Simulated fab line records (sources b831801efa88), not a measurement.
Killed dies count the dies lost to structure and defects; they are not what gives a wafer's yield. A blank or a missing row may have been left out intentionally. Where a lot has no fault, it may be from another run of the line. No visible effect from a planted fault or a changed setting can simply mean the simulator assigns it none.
fab line records | flow sky130
record: lots: 6 wafers: 18 lastDay: 50
route steps=708 shown VIA1@473 METAL2@483 PAD_OPEN@708
lots with no fault: from the same line, run without faults
startH: the number of hours between the record's first day and the start of the first shown wafer of the lot | waitH: hours since the lot's step before | " unchanged from the row above | L1.1+2: several wafers, shown together as one row | - value missing, or start not given | * or withheld: withheld | < > ~ a bound
route shown NAME@n: names a module that has steps shown in the file, with the first one's number in the route | usual: average and standard deviation across the fault-free wafers | same: alike in all rows | chamber/n: place in a boat | sites: readings site by site | _std_site: their standard deviation | _edge_site: mean of outer sites minus mean of inner sites | radiusMm: for every site, how far away it sits from the centre of the wafer | mask NAME#n: copy n | behind: tool/chamber where the wafer was last shaped | hold: reason for holding the lot/hours on hold/outcome of the hold | device: whichever transistor did not switch (one of n, p or np) | end of line: tests of these same wafers at the route's end | a step with no rows: only its recipe | killed: count of dies lost to structure and defects at first sort (not the wafer's yield) | map: a wafer's dies, marking killed ones x, the rest . and places with no die _
set.NAME: setting as actually run; set.NAME@STEP: the setting as run at that earlier step | model.NAME: the simulator's own value behind a step, which no gauge read
lots at some steps of the route; a table a step, a row a wafer
services: from which hour (startH, from the record's first day; less than 0 if before it) a tool's chamber was out of use, for how many hours, and why
== steps ==
step: SKY_VIA1_ETCH_15
recipe: target: SiO2 chemistry: C4F8/O2/Ar targetDepthNm: 351 stopOn: TiN maskMaterial: KrF-thick sourceW: 1500 biasW: 1200 pressureMtorr: 40 c4f8FlowSccm: withheld O2_flow_sccm: 6 Ar_flow_sccm: 300 timeS: 54
step: SKY_VIA1_STRIP_16
recipe: chemistry: O2/N2 powerW: 1400 pressureMtorr: 1500 platenTempC: withheld o2FlowSccm: 3000 n2FlowSccm: 300 overashFraction: 0.5
usual: drypumpMotorCurrentA: 5.9/0.41 oesProductAu: 0.416/0.0044 stripTimeToEndpointS: 4.469/0.023
columns lot.wafer tool chamber startH waitH drypumpMotorCurrentA oesProductAu rfHoursCounterH stripTimeToEndpointS
L981.3 plasmaAsher-02 0 819.88 0.1 5.9 0.422 - 4.442
L981.4 " 1 " " 6.2 0.415 - 4.472
L981.5 " 0 " " 5.9 0.413 - 4.435
L985.3 plasmaAsher-04 0 852.34 0.1 5.3 0.413 - 4.458
L985.4 " 1 " " 5.5 0.411 - 4.466
L985.6 " 1 " " 5.5 0.417 - 4.444
L987.4 plasmaAsher-02 1 867.55 0.1 6.2 0.422 - 4.470
L987.5 " 1 " " 6.2 0.414 - 4.449
L987.6 " 0 " " 5.9 0.421 - 4.450
L994.1 plasmaAsher-02 0 918.69 0.0 5.9 0.421 111 4.473
L994.2 " 1 " " 6.2 0.411 111 4.465
L994.3 " 1 " " 6.2 0.411 - 4.463
L997.1 plasmaAsher-02 1 941.44 0.0 6.2 0.415 113 4.469
L997.4 " 0 " " 5.9 0.419 - 4.475
L997.6 " 0 " " 5.9 0.411 - 4.450
L999.1 plasmaAsher-02 0 958.04 0.0 5.9 0.413 114 4.471
L999.4 " 0 " " 5.9 0.413 - 4.460
L999.6 " 0 " " 5.9 0.415 - 4.475
step: SKY_VIA1_STRIP_17
recipe: chemistry: postEtchResidueRemover timeS: 1200 tempC: 72.5
step: SKY_VIA1_CLEAN_18
recipe: chemistry: IPA timeS: 180 tempC: 25
step: SKY_VIA1_CLEAN_19
recipe: chemistry: O3/DIW dry: n2Spin
step: SKY_VIA1_SPUTTER_20
recipe: material: TiN targetThkNm: 20 chamberPressurePa: 5 powerW: 4000 timeS: 80
step: SKY_VIA1_CVD_21
recipe: material: W targetThkNm: 270 timeS: 80.902 tempC: 400 pressureTorr: 40
step: SKY_VIA1_RS_MEAS_22
recipe: thkMeasGauge: four-point-probe reads: W_of_VIA1_CVD_21+TiN_of_VIA1_SPUTTER_20
usual: VIA1_W_RS: 0.426/0.0057
columns lot.wafer tool chamber startH waitH VIA1_W_RS[ohm/sq]
L981.3 filmMetro-04 - 820.78 0.1 0.434
L981.4 " - " " 0.431
L981.5 " - " " 0.430
L985.3 filmMetro-04 - 853.13 0.1 0.421
L985.4 " - " " 0.433
L985.6 " - " " 0.430
L987.4 filmMetro-03 - 868.33 0.1 0.428
L987.5 " - " " 0.430
L987.6 " - " " 0.434
L994.1 filmMetro-02 - 919.44 0.1 0.423
L994.2 " - " " 0.426
L994.3 " - " " 0.418
L997.1 filmMetro-03 - 942.19 0.1 0.426
L997.4 " - " " 0.432
L997.6 " - " " 0.428
L999.1 filmMetro-03 - 958.79 0.1 0.432
L999.4 " - " " 0.432
L999.6 " - " " 0.435
step: SKY_VIA1_THK_MEAS_23
recipe: thkMeasGauge: xrf reads: W_of_VIA1_CVD_21
usual: VIA1_W_THK: 268/4.2
columns lot.wafer tool chamber startH waitH VIA1_W_THK[nm]
L981.3 filmMetro-04 - 820.88 0.1 263
L981.4 " - " " 265
L981.5 " - " " 266
L985.3 filmMetro-04 - 853.23 0.1 273
L985.4 " - " " 266
L985.6 " - " " 269
L987.4 filmMetro-03 - 868.42 0.1 265
L987.5 " - " " 263
L987.6 " - " " 262
L994.1 filmMetro-02 - 919.56 0.1 269
L994.2 " - " " 268
L994.3 " - " " 274
L997.1 filmMetro-03 - 942.31 0.1 267
L997.4 " - " " 264
L997.6 " - " " 264
L999.1 filmMetro-03 - 958.91 0.1 263
L999.4 " - " " 263
L999.6 " - " " 260
step: SKY_VIA1_CMP_24
recipe: stopOn: SiO2 tOverpolishS: 15 downForcePsi: 3.5 platenRpm: 60 targetThkNm: 0 padVelocityMS: 0.94248
usual: motorCurrentA: 10.8/1.4 overpolishRunS: 15.000/0.009 slurryFlowMlMin: 150.0/0.49 timeToEndpointS: 65.2/2.7
columns lot.wafer tool chamber startH waitH motorCurrentA overpolishRunS slurryFlowMlMin timeToEndpointS
L981.4 cmp-01 1 820.97 0.1 11.7 15.005 149.7 66.2
L981.3 " 3 " " 9.5 15.003 150.0 67.4
L981.5 " 1 " " 11.2 15.010 150.0 66.1
L985.4 cmp-02 3 853.27 0.0 10.8 15.009 151.0 66.1
L985.3 " 1 " " 9.6 15.013 150.6 68.4
L985.6 " 3 " " 10.8 15.002 151.2 63.2
L987.4 cmp-02 1 868.55 0.1 10.6 14.991 149.8 64.8
L987.6 " 3 " " 11.8 14.996 149.5 62.5
L987.5 " 0 " " 12.5 14.989 149.4 63.2
L994.1 cmp-02 0 919.62 0.1 13.3 14.995 149.1 62.4
L994.3 " 1 " " 10.1 15.001 149.8 63.8
L994.2 " 2 " " 10.6 14.996 150.3 62.3
L997.1 cmp-01 1 942.47 0.1 11.4 15.001 151.2 65.3
L997.4 " 2 " " 10.4 15.000 149.7 60.8
L997.6 " 3 " " 10.2 15.006 150.8 64.9
L999.4 cmp-02 2 959.07 0.1 10.8 15.008 150.0 60.5
L999.1 " 3 " " 11.5 15.003 150.2 60.4
L999.6 " 1 " " 10.4 15.004 150.3 59.3
step: SKY_METAL2_SPUTTER_00
recipe: material: Ti targetThkNm: 15 powerW: 3000 timeS: 10 chamberPressurePa: 0.4
usual: throttleValvePct: 30.0/0.66
columns lot.wafer tool chamber startH waitH throttleValvePct
L981.3 pvdSputter-04 - 821.22 0.1 31.8
L981.4 " - " " 31.0
L981.5 " - " " 29.3
L985.3 pvdSputter-01 - 853.57 0.1 29.3
L985.4 " - " " 29.8
L985.6 " - " " 30.4
L987.4 pvdSputter-01 - 868.75 0.1 30.2
L987.5 " - " " 30.1
L987.6 " - " " 30.2
L994.1 pvdSputter-02 - 919.92 0.2 29.5
L994.2 " - " " 30.1
L994.3 " - " " 29.7
L997.1 pvdSputter-04 - 942.67 0.1 31.3
L997.4 " - " " 31.6
L997.6 " - " " 31.4
L999.1 pvdSputter-01 - 959.27 0.1 29.9
L999.4 " - " " 29.1
L999.6 " - " " 29.2
step: SKY_METAL2_SPUTTER_01
recipe: material: TiN targetThkNm: 20 powerW: 6500 timeS: 16.7 chamberPressurePa: 0.4
step: SKY_METAL2_SPUTTER_02
recipe: material: AlCu targetThkNm: 250 powerW: 10600 timeS: 13.3 chamberPressurePa: 0.4
usual: throttleValvePct: 30.0/0.64
columns lot.wafer tool chamber startH waitH throttleValvePct model.AlCu_of_METAL2_SPUTTER_02.thkNm
L981.3 pvdSputter-04 - 821.27 0.0 31.8 247.5
L981.4 " - " " 31.1 249
L981.5 " - " " 29.5 250.4
L985.3 pvdSputter-01 - 853.62 0.0 29.4 251.7
L985.4 " - " " 30.0 380.4
L985.6 " - " " 30.6 248.5
L987.4 pvdSputter-01 - 868.79 0.0 29.9 381.2
L987.5 " - " " 30.1 382.7
L987.6 " - " " 30.2 249.5
L994.1 pvdSputter-02 - 919.97 0.0 29.9 248.8
L994.2 " - " " 29.7 249.8
L994.3 " - " " 29.6 248.6
L997.1 pvdSputter-04 - 942.72 0.0 31.0 253.8
L997.4 " - " " 31.7 252
L997.6 " - " " 31.4 252
L999.1 pvdSputter-01 - 959.32 0.0 30.1 245.1
L999.4 " - " " 29.3 245.6
L999.6 " - " " 29.2 246.9
step: SKY_METAL2_SPUTTER_03
recipe: material: Ti targetThkNm: 5 powerW: 3000 timeS: 3.3 chamberPressurePa: 0.4
step: SKY_METAL2_SPUTTER_04
recipe: material: TiN targetThkNm: 70 powerW: 6500 timeS: 58.3 chamberPressurePa: 0.4
step: SKY_METAL2_RS_MEAS_05
recipe: thkMeasGauge: four-point-probe reads: TiN_of_METAL2_SPUTTER_04+Ti_of_METAL2_SPUTTER_03+AlCu_of_METAL2_SPUTTER_02+TiN_of_METAL2_SPUTTER_01+Ti_of_METAL2_SPUTTER_00
usual: METAL2_ALCU_RS: 0.1269/0.001
columns lot.wafer tool chamber startH waitH METAL2_ALCU_RS[ohm/sq]
L981.3 filmMetro-02 - 821.40 0.1 0.1280
L981.4 " - " " 0.1271
L981.5 " - " " 0.1263
L985.3 filmMetro-01 - 853.75 0.1 0.1257
L985.4 " - " " 0.0824
L985.6 " - " " 0.1274
L987.4 filmMetro-01 - 868.95 0.1 0.0822
L987.5 " - " " 0.0819
L987.6 " - " " 0.1267
L994.1 filmMetro-01 - 920.06 0.0 0.1273
L994.2 " - " " 0.1266
L994.3 " - " " 0.1270
L997.1 filmMetro-02 - 942.81 0.0 0.1248
L997.4 " - " " 0.1257
L997.6 " - " " 0.1253
L999.1 filmMetro-02 - 959.41 0.0 0.1290
L999.4 " - " " 0.1288
L999.6 " - " " 0.1282
step: SKY_METAL2_THK_MEAS_06
recipe: thkMeasGauge: xrf reads: AlCu_of_METAL2_SPUTTER_02
usual: METAL2_ALCU_THK: 250.4/2.5
columns lot.wafer tool chamber startH waitH METAL2_ALCU_THK[nm]
L981.3 filmMetro-02 - 821.50 0.1 248.2
L981.4 " - " " 249.7
L981.5 " - " " 251.9
L985.3 filmMetro-01 - 853.85 0.1 255.7
L985.4 " - " " 383.8
L985.6 " - " " 249.5
L987.4 filmMetro-01 - 869.04 0.1 384.3
L987.5 " - " " 386.8
L987.6 " - " " 250.8
L994.1 filmMetro-01 - 920.18 0.1 248.8
L994.2 " - " " 250.1
L994.3 " - " " 249.7
L997.1 filmMetro-02 - 942.93 0.1 253.6
L997.4 " - " " 252.4
L997.6 " - " " 250.8
L999.1 filmMetro-02 - 959.53 0.1 243.9
L999.4 " - " " 245.8
L999.6 " - " " 246.1
step: SKY_METAL2_DEHYDRATE_07
recipe: tempC: 200 timeS: 60
step: SKY_METAL2_HMDS_08
recipe: primeTimeS: 60 primeTempC: 120
step: SKY_METAL2_COAT_09
recipe: resist: BARC tempC: withheld timeS: withheld spinRpm: 3000 resistThkNm: 60
step: SKY_METAL2_COAT_10
recipe: resist: KrF-thick spinRpm: 3000 resistThkNm: 450
step: SKY_METAL2_SOFTBAKE_11
recipe: tempC: 100 timeS: 90 resist: KrF-thick
step: SKY_METAL2_EXPOSE_12
recipe: maskId: MM2 na: 0.8 sourceShape: annular sigmaInner: 0.55 sigmaOuter: 0.85 targetCdNm: 140 doseMj: 28
step: SKY_METAL2_PEB_13
recipe: pebTempC: withheld pebTimeS: withheld resist: KrF-thick
step: SKY_METAL2_DEVELOP_14
recipe: developTimeS: 60 resist: KrF-thick devTempC: 21
step: SKY_METAL2_CD_MEAS_15
recipe: targetCdNm: 140
usual: cdNm: 139.6/1.1
columns lot.wafer tool chamber startH waitH cdNm
L981.3 cdSem-02 - 847.45 - 139.4
L981.4 " - " " 138.9
L981.5 " - " " 140.6
L985.3 cdSem-01 - 879.35 - 141.7
L985.4 " - " " 140.8
L985.6 " - " " 140.2
L987.4 cdSem-01 - 894.96 - 138.8
L987.5 " - " " 139.0
L987.6 " - " " 138.4
L994.1 cdSem-01 - 944.64 - 141.5
L994.2 " - " " 140.0
L994.3 " - " " 140.5
L997.1 cdSem-01 - 967.35 - 139.4
L997.4 " - " " 138.6
L997.6 " - " " 139.9
L999.1 cdSem-02 - 982.86 - 139.9
L999.4 " - " " 137.9
L999.6 " - " " 140.9
step: SKY_METAL2_OVL_MEAS_16
usual: METAL2_OVL: 2/5
columns lot.wafer tool chamber startH waitH METAL2_OVL[nm]
L981.3 overlay-02 - 847.54 0.1 -1
L981.4 " - " " -1
L981.5 " - " " 3
L985.3 overlay-02 - 879.45 0.1 0
L985.4 " - " " -1
L985.6 " - " " 0
L987.4 overlay-02 - 895.04 0.1 9
L987.5 " - " " -1
L987.6 " - " " 5
L994.1 overlay-01 - 944.76 0.1 -1
L994.2 " - " " 10
L994.3 " - " " 7
L997.1 overlay-01 - 967.47 0.1 -4
L997.4 " - " " 1
L997.6 " - " " 1
L999.1 overlay-02 - 982.98 0.1 -4
L999.4 " - " " 0
L999.6 " - " " 3
step: SKY_METAL2_DESCUM_17
recipe: chemistry: O2 sourcePowerW: 150 biasPowerW: 0 pressureMtorr: 10 tempC: 40 timeS: 8
usual: drypumpMotorCurrentA: 5.7/0.51 oesProductAu: 1.001/0.0076
columns lot.wafer tool chamber startH waitH drypumpMotorCurrentA oesProductAu rfHoursCounterH
L981.3 rieMetal-01 1 847.58 0.0 5.4 0.991 -
L981.4 " 0 " " 5.6 1.007 -
L981.5 " 0 " " 5.6 1.008 -
L985.3 rieMetal-02 0 879.48 0.0 5.3 0.990 -
L985.4 " 1 " " 6.5 0.988 -
L985.6 " 1 " " 6.5 1.006 -
L987.4 rieMetal-02 1 895.06 0.0 6.5 1.002 -
L987.5 " 0 " " 5.3 1.006 -
L987.6 " 1 " " 6.4 1.009 -
L994.1 rieMetal-02 1 944.80 0.0 6.5 0.999 11
L994.2 " 0 " " 5.3 1.005 14
L994.3 " 1 " " 6.4 0.994 -
L997.1 rieMetal-01 0 967.50 0.0 5.7 1.018 7
L997.4 " 1 " " 5.4 1.014 -
L997.6 " 1 " " 5.5 1.003 -
L999.1 rieMetal-03 1 983.02 0.0 5.1 1.006 6
L999.4 " 0 " " 6.2 0.999 -
L999.6 " 0 " " 6.2 0.998 -
step: SKY_METAL2_ETCH_18
recipe: chemistry: N2/H2 target: BARC ionEnergyEv: 200 biasW: 100 pressureMtorr: 30 n2FlowSccm: 100 h2FlowSccm: 200 icpW: 500 stopOn: SiO2 timeS: 45.9 targetDepthA: 600
usual: drypumpMotorCurrentA: 5.7/0.51 oesProductAu: 0.855/0.0045 throttleValvePct: 13.224/0.0096
columns lot.wafer tool chamber startH waitH drypumpMotorCurrentA oesProductAu rfHoursCounterH throttleValvePct
L981.3 rieMetal-01 1 847.62 0.0 5.5 0.856 - 13.230
L981.4 " 0 " " 5.7 0.851 - 13.238
L981.5 " 0 " " 5.6 0.846 - 13.244
L985.3 rieMetal-02 0 879.52 0.0 5.3 0.852 - 13.226
L985.4 " 1 " " 6.5 0.861 - 13.210
L985.6 " 1 " " 6.5 0.856 - 13.247
L987.4 rieMetal-02 1 895.11 0.0 6.4 0.861 - 13.223
L987.5 " 0 " " 5.3 0.864 - 13.216
L987.6 " 1 " " 6.4 0.858 - 13.225
L994.1 rieMetal-02 1 944.83 0.0 6.5 0.858 11 13.221
L994.2 " 0 " " 5.3 0.859 14 13.213
L994.3 " 1 " " 6.5 0.858 - 13.218
L997.1 rieMetal-01 0 967.54 0.0 5.7 0.855 7 13.212
L997.4 " 1 " " 5.4 0.848 - 13.230
L997.6 " 1 " " 5.5 0.854 - 13.214
L999.1 rieMetal-03 1 983.05 0.0 5.1 0.858 6 13.231
L999.4 " 0 " " 6.2 0.849 - 13.232
L999.6 " 0 " " 6.2 0.848 - 13.225
step: SKY_METAL2_METAL_ETCH_19
recipe: targetDepthA: 3600 stopOn: SiO2 overEtchFrac: 0.3 timeS: 78 chemistry: Cl2/BCl3 resistSidewallDeg: 88 pressureMtorr: 10 icpW: 900 biasW: 48.5 Cl2_flow_sccm: 60 bcl3FlowSccm: 30
usual: drypumpMotorCurrentA: 5.7/0.51 oesProductAu: 0.853/0.0054 throttleValvePct: 22.264/0.0083
columns lot.wafer tool chamber startH waitH drypumpMotorCurrentA oesProductAu rfHoursCounterH throttleValvePct
L981.3 rieMetal-01 1 847.69 0.1 5.5 0.848 - 22.279
L981.4 " 0 " " 5.7 0.854 - 22.263
L981.5 " 0 " " 5.7 0.863 - 22.271
L985.3 rieMetal-02 0 879.59 0.1 5.3 0.852 - 22.272
L985.4 " 1 " " 6.5 0.998 - 22.266
L985.6 " 1 " " 6.5 0.850 - 22.254
L987.4 rieMetal-02 1 895.18 0.1 6.5 1.001 - 22.260
L987.5 " 0 " " 5.3 1.017 - 22.250
L987.6 " 1 " " 6.4 0.858 - 22.263
L994.1 rieMetal-02 1 944.89 0.0 6.5 0.854 12 22.274
L994.2 " 0 " " 5.3 0.858 14 22.272
L994.3 " 1 " " 6.5 0.859 - 22.266
L997.1 rieMetal-01 0 967.60 0.0 5.6 0.853 7 22.267
L997.4 " 1 " " 5.4 0.864 - 22.251
L997.6 " 1 " " 5.4 0.852 - 22.266
L999.1 rieMetal-03 1 983.11 0.0 5.1 0.853 6 22.270
L999.4 " 0 " " 6.2 0.850 - 22.274
L999.6 " 0 " " 6.2 0.856 - 22.256
step: SKY_METAL2_STRIP_20
recipe: chemistry: O2/N2 powerW: 1400 pressureMtorr: 1500 platenTempC: withheld o2FlowSccm: 3000 n2FlowSccm: 300 overashFraction: 0.5
step: SKY_PAD_OPEN_PROBE_99
usual: defectLimitedYield: 82.2/1.9 killed_at_M0_to_M3: 45/7.3 killed_at_M4_up: 3.1/1.7 killedAtContacts: 25/5.1 killedAtFrontEnd: 15/4.5 killedAtOther: 0.3/0.56 killedDies: 88/9.4 killedOnRim: 17/4.3 killedOpen: 47/6.6 killedShort: 40/6.9 sort_bin_3_pad_short: 0.9/0.46 sort_bin_5_function: 10.5/1.5 sort_bin_6_memory: 6.4/1.1 sortNPass: 404/9.4 sortYieldPct: 82.2/1.9
same: grossDies: 492 killedAtBackSide: 0 sort_bin_4_leakage[%]: 0 sort_bin_8_speed[%]: 0
columns lot.wafer tool chamber startH waitH defectLimitedYield[%] killed_at_M0_to_M3 killed_at_M4_up killedAtContacts killedAtFrontEnd killedAtOther killedDies killedOnRim killedOpen killedShort sort_bin_3_pad_short[%] sort_bin_5_function[%] sort_bin_6_memory[%] sortNPass sortYieldPct[%]
L985.4 prober-01 - 1121.02 0.2 0 440 5 30 17 0 492 96 52 40 0.4 91.5 8.1 0 0
L987.4 prober-01 - 1132.70 0.2 0.2 449 1 25 15 1 491 96 48 31 0.6 93.9 5.3 1 0.2
L987.5 prober-01 - 1132.75 0.2 0.2 457 3 17 14 0 491 96 43 33 1.2 94.1 4.5 1 0.2
L987.6 prober-01 - 1132.80 0.2 82.9 50 1 22 10 1 84 20 49 34 1.2 9.8 6.1 408 82.9
L994.1 prober-02 - 1168.82 0.1 83.9 37 4 22 16 0 79 11 48 31 1.2 10.2 4.7 413 83.9
L994.2 prober-02 - 1168.87 0.1 83.1 49 3 22 9 0 83 11 51 32 0.8 10.6 5.5 409 83.1
L994.3 prober-02 - 1168.92 0.2 82.3 39 2 29 17 0 87 12 53 34 0.8 10.0 6.9 405 82.3
killed by level:class
L985.4 METAL2:areaEtch=400 CONTACT:geometricParticle:open=10 LI_CONTACT:geometricParticle:open=8 VIA1:geometricParticle:open=8 VIA2:geometricParticle:open=6 METAL1:geometricParticle:short=5 VIA3:geometricParticle:short=4 FIELD_ISO:geometricParticle:open=4
L987.4 METAL2:areaEtch=410 CONTACT:geometricParticle:open=11 VIA1:geometricParticle:open=8 LI_CONTACT:geometricParticle:open=7 METAL1:geometricParticle:short=7 VIA2:geometricParticle:open=7 METAL3:geometricParticle:short=5 POLY_GATE:geometricParticle:open=4
L987.5 METAL2:areaEtch=415 CONTACT:geometricParticle:open=8 VIA1:geometricParticle:open=8 VIA3:geometricParticle:open=7 POLY_GATE:geometricParticle:short=5 VIA2:geometricParticle:open=5 LI_CONTACT:geometricParticle:open=4 METAL1:geometricParticle:short=4
L987.6 VIA1:geometricParticle:open=11 LI_CONTACT:geometricParticle:open=10 VIA2:geometricParticle:open=10 VIA3:geometricParticle:open=6 METAL1:geometricParticle:short=5 VIA1:geometricParticle:short=5 POLY_GATE:geometricParticle:short=4 CONTACT:geometricParticle:open=4
L994.1 LI_CONTACT:geometricParticle:open=10 VIA3:geometricParticle:open=8 CONTACT:geometricParticle:open=6 VIA1:geometricParticle:short=6 VIA2:geometricParticle:open=5 VIA1:geometricParticle:open=5 POLY_GATE:geometricParticle:open=4 POLY_GATE:geometricParticle:short=4
L994.2 VIA1:geometricParticle:open=13 LI_CONTACT:geometricParticle:open=8 CONTACT:geometricParticle:open=8 VIA2:geometricParticle:open=6 VIA3:geometricParticle:open=5 METAL1:geometricParticle:short=4 VIA3:geometricParticle:short=4 FIELD_ISO:geometricParticle:open=3
L994.3 VIA1:geometricParticle:open=11 LI_CONTACT:geometricParticle:open=10 CONTACT:geometricParticle:open=9 VIA3:geometricParticle:open=7 FIELD_ISO:geometricParticle:short=6 FIELD_ISO:geometricParticle:open=5 VIA1:geometricParticle:short=4 LOCAL_INTERCONNECT:geometricParticle:short=4
map L985.4 (x killed, . not)
__________xxxxxxxxxx_________
________xxxxxxxxxxxxxx_______
______xxxxxxxxxxxxxxxxxx_____
_____xxxxxxxxxxxxxxxxxxxx____
____xxxxxxxxxxxxxxxxxxxxxx___
___xxxxxxxxxxxxxxxxxxxxxxxx__
__xxxxxxxxxxxxxxxxxxxxxxxxxx_
_xxxxxxxxxxxxxxxxxxxxxxxxxxxx
_xxxxxxxxxxxxxxxxxxxxxxxxxxxx
_xxxxxxxxxxxxxxxxxxxxxxxxxxxx
_xxxxxxxxxxxxxxxxxxxxxxxxxxxx
_xxxxxxxxxxxxxxxxxxxxxxxxxxxx
_xxxxxxxxxxxxxxxxxxxxxxxxxxxx
_xxxxxxxxxxxxxxxxxxxxxxxxxxxx
_xxxxxxxxxxxxxxxxxxxxxxxxxxxx
__xxxxxxxxxxxxxxxxxxxxxxxxxx_
___xxxxxxxxxxxxxxxxxxxxxxxx__
____xxxxxxxxxxxxxxxxxxxxxx___
_____xxxxxxxxxxxxxxxxxxxx____
______xxxxxxxxxxxxxxxxxx_____
________xxxxxxxxxxxxxx_______
__________xxxxxxxxxx_________
map L987.4 (x killed, . not)
__________xxxxxxxxxx_________
________xxxxxxxxxxxxxx_______
______xxxxxxxxxxxxxxxxxx_____
_____xxxxxxxxxxxxxxxxxxxx____
____xxxxxxxxxxxxxxxxxxxxxx___
___xxxxxx.xxxxxxxxxxxxxxxxx__
__xxxxxxxxxxxxxxxxxxxxxxxxxx_
_xxxxxxxxxxxxxxxxxxxxxxxxxxxx
_xxxxxxxxxxxxxxxxxxxxxxxxxxxx
_xxxxxxxxxxxxxxxxxxxxxxxxxxxx
_xxxxxxxxxxxxxxxxxxxxxxxxxxxx
_xxxxxxxxxxxxxxxxxxxxxxxxxxxx
_xxxxxxxxxxxxxxxxxxxxxxxxxxxx
_xxxxxxxxxxxxxxxxxxxxxxxxxxxx
_xxxxxxxxxxxxxxxxxxxxxxxxxxxx
__xxxxxxxxxxxxxxxxxxxxxxxxxx_
___xxxxxxxxxxxxxxxxxxxxxxxx__
____xxxxxxxxxxxxxxxxxxxxxx___
_____xxxxxxxxxxxxxxxxxxxx____
______xxxxxxxxxxxxxxxxxx_____
________xxxxxxxxxxxxxx_______
__________xxxxxxxxxx_________
== services ==
columns tool chamber startH hours kind
pvdSputter-01 - 802.57 3.0 repair
plasmaAsher-02 - 823.26 0.6 repair
pvdSputter-02 - 828.23 4.8 repair
pvdSputter-01 - 829.93 3.7 repair
pvdSputter-02 - 836.78 1.7 repair
pvdSputter-02 - 838.46 6.8 repair
rieMetal-02 - 861.35 2.8 pm
rieMetal-02 - 865.02 0.2 repair
plasmaAsher-02 - 872.13 4.0 repair
rieMetal-03 - 878.92 0.6 repair
cmp-02 - 900.61 0.4 repair
cmp-02 - 905.78 0.4 repair
cmp-01 - 911.84 3.5 repair
cmp-01 - 915.38 4.0 pm
cmp-01 - 923.43 2.0 repair
rieMetal-03 1 923.81 2.9 repair
cmp-01 - 925.44 12.0 pm
rieMetal-03 - 930.27 2.8 pm
pvdSputter-02 - 942.03 25.1 repair
cmp-02 - 942.89 0.4 repair
rieMetal-01 - 946.37 10.0 pm
cmp-01 - 957.73 1.6 repair
pvdSputter-04 - 965.86 2.0 repair
rieMetal-01 - 970.27 15.6 pm
== key ==
firstSign: step: SKY_METAL2_RS_MEAS_05 reading: METAL2_ALCU_RS direction: down sigmas: 44 usual: 0.1269 struck: 0.0822
effect: step: SKY_METAL2_THK_MEAS_06 reading: METAL2_ALCU_THK direction: up sigmas: 53 usual: 250.4 struck: 385.0
effect: step: SKY_METAL2_METAL_ETCH_19 reading: oesProductAu direction: up sigmas: 28 usual: 0.853 struck: 1.005
effect: step: SKY_PAD_OPEN_PROBE_99 reading: sort_bin_5_function direction: up sigmas: 56 usual: 10.5 struck: 93.2
modelEffect: step: SKY_METAL2_SPUTTER_02 value: AlCu_of_METAL2_SPUTTER_02.thkNm without: 248.3 struck: 381.4
moreKillsBornAt: SKY_METAL2_METAL_ETCH_19@rieMetal-02: 1225
metAt SKY_METAL2_SPUTTER_02
struckWafers L985.4,L987.4,L987.5
laterRowsLeftOut L985.4,L987.4,L987.5
fault: kind: processParameterDrift tool: pvdSputter-01 chamber: - onsetH: 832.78 steps: SKY_METAL2_SPUTTER_02 channel: timeS offset: * shape: step endH: 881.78 actsIn: * stated: * scope: struckWafersOnly
laterRowsLeftOut: the simulator's readings of these wafers behind a module that went badly wrong aren't trusted and aren't shown, but for the sort
